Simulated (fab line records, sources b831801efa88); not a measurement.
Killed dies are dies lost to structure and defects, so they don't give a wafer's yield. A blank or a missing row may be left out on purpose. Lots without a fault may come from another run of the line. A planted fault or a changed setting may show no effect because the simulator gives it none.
Chamber matching | flow gf180mcu | GF_V4_CMP_04 on cmp-01: 4 sister chambers
The step polishes SiO2. 8 wafers are shown with their chamber, then 8 later ones without.

WAFERS WITH THEIR CHAMBER
wafer  | chamber | motor_current_A (A) | time_to_endpoint_s (s)
L288.1 | 2       | 11.1                | 88
L288.2 | 3       | 12.4                | 83
L288.3 | 1       | 11.2                | 81
L301.1 | 1       | 11.1                | 84
L303.1 | 0       | 11.4                | 81
L303.3 | 3       | 12.6                | 78
L303.6 | 0       | 10.8                | 87
L305.1 | 2       | 10.9                | 91

WAFERS WITHOUT THEIR CHAMBER
wafer  | motor_current_A (A) | time_to_endpoint_s (s)
L305.2 | 11.6                | 88
L305.6 | 10.6                | 94
L308.2 | 11.2                | 83
L308.5 | 13.7                | 87
L308.6 | 11.0                | 89
L309.1 | 12.9                | 80
L309.4 | 11.9                | 90
L309.6 | 11.6                | 88

WHICH CHAMBER EACH WENT THROUGH
wafer  | from the rows above               | in truth
L305.2 | can't be placed: 0 or 2 or 1      | 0
L305.6 | can't be placed: 2 or 0           | 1
L308.2 | can't be placed: 1 or 0 or 2      | 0
L308.5 | 3                                 | 3
L308.6 | can't be placed: 2 or 0           | 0
L309.1 | 3                                 | 3
L309.4 | can't be placed: 2 or 0 or 3 or 1 | 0
L309.6 | can't be placed: 0 or 2 or 1      | 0
Placed correctly: 2 of 8. Can't be placed from these rows: 6 (the true chamber is among the candidates in 5). Placed wrongly: 0.
How it was worked out, from the rows above alone: a wafer's distance from a chamber is the root of the sum, over the readings, of the square of ((its reading less the chamber's mean) divided by the reading's scatter). The wafer belongs to the nearest chamber; if the next one is less than 2 further off, it can't be placed. A chamber's mean is the mean of its shown wafers. The scatter: the root of (the sum of the squares of (reading less its chamber's mean) over the shown wafers, divided by (wafers less chambers)).
